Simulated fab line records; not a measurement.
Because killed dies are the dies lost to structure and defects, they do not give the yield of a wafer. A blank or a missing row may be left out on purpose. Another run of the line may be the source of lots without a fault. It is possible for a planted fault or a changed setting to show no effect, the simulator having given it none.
Problem report in the 8D (eight disciplines) form, filled by code | flow sfq_line | the parts of the form that need people (team, actions taken, sign-off) are left out

## 1. PROBLEM STATEMENT
Across 3 wafers from 3 lots, L0_MONX_KI_RS at SFQ_L0_RS_MEAS_901 averages 65.6 ohm/sq, while fault-free wafers read 43.6 ohm/sq with a standard deviation of 0.52. Relative to the usual mean, that is a shift of +42 standard deviations.
The step: measures by four-point-probe.
Seen first at day 3 14:34 on film_metro-04, wafer L771.1. The record has a number at this step for 44 wafers belonging to 15 lots. By rule, "out" or "out of limits" means more than 4 standard deviations away from the usual mean. The other wafers with a number count as sound.

## 2. WHAT IT IS AND WHAT IT IS NOT
question                    | is                           | is not
which readings at this step | L0_MONX_KI_RS                | -
which lots                  | L771, L772, L775             | L761, L762, L763, L767, L776, L777, L779, L780, L781, L782, L783, L784
which wafers of those lots  | L771.1, L772.5, L775.5       | L771.3, L771.6, L772.6, L775.2, L775.4
read on which gauges        | film_metro-03, film_metro-04 | film_metro-01
when                        | from day 3 14:34             | up to then (14 sound wafers); but 27 sound wafers of L772, L775, L776, L777, L779, L780, L781, L782, L783, L784 came after

## 3. SUSPECTS, AND WHAT RULES EACH OUT
Counting: any tool at a process step up to the reading remains a suspect provided it ran every lot that is out. Sound lots after the first of them don't rule it out here, since some wafers of a struck lot are sound.
- the gauge at SFQ_L0_RS_MEAS_901: ruled out. Those wafers that are out were read across 2 gauges (film_metro-03, film_metro-04).
- pvd_sputter-04 at SFQ_TRILAYER_L0_DEP_SPUTTER_003 (material MoNx KI, target thk 40 nm, time 100 s): kept. It ran every lot that is out, first L771 (day 3 14:29); its last sound lot up to then is L767 (day 2 18:29).
Remaining after the count: pvd_sputter-04 at SFQ_TRILAYER_L0_DEP_SPUTTER_003.

## 4. THE CAUSE (what the simulator had put in)
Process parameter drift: pvd_sputter-04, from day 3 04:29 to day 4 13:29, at SFQ_TRILAYER_L0_DEP_SPUTTER_003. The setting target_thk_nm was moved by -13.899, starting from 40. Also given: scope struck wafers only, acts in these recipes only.
After counting, this tool was the only one left.

## 5. THE CHAIN OF EFFECTS, in route order
Each row: a reading whose mean over the struck wafers that have a number lies more than 3 standard deviations from the usual. Readings are gone through only where the record gives a usual standard deviation; hours: the median, over the lots, of the time from a lot's start at the first step in this table giving one to that lot's start at this step; sigmas: the change measured in usual standard deviations.
hours | step                                | reading        | usual       | on struck wafers | change | sigmas
0     | SFQ_L0_RS_MEAS_901                  | L0_MONX_KI_RS  | 43.6 ohm/sq | 65.6             | +22.0  | +42
3     | SFQ_L0_THK_MEAS_902                 | L0_MONX_KI_THK | 38.7 nm     | 25.6             | -13.1  | -25
16    | SFQ_TRILAYER_L0_ETCH_METAL_ETCH_008 | oes_product_au | 0.872 a.u.  | 0.707            | -0.165 | -21
Here are the process steps it includes:
- SFQ_TRILAYER_L0_ETCH_METAL_ETCH_008: etches MoNx KI in SF6/O2, stops on SiO2, target depth 50 nm, time 25 s.
Later steps that measure or inspect, where all struck wafers having a row at the step show a number for every such reading and not one has moved that far: SFQ_R5_OVL_MEAS_935.

## 6. HOW IT WOULD HAVE BEEN CAUGHT EARLIER
10 hours passed between the start of the fault at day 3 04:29 and the first reading out of limits at a measuring or inspecting step in this record, taken at day 3 14:34.
Of the tool readings at SFQ_TRILAYER_L0_DEP_SPUTTER_003 for which the record gives a usual standard deviation, none was out on any struck wafer, so an alarm limit of 4 standard deviations on them would not have fired.
Lots out: 3; of these, L772, L775 started SFQ_TRILAYER_L0_DEP_SPUTTER_003 on pvd_sputter-04 after day 3 14:34. A hold on the tool at that time would have spared those 2.
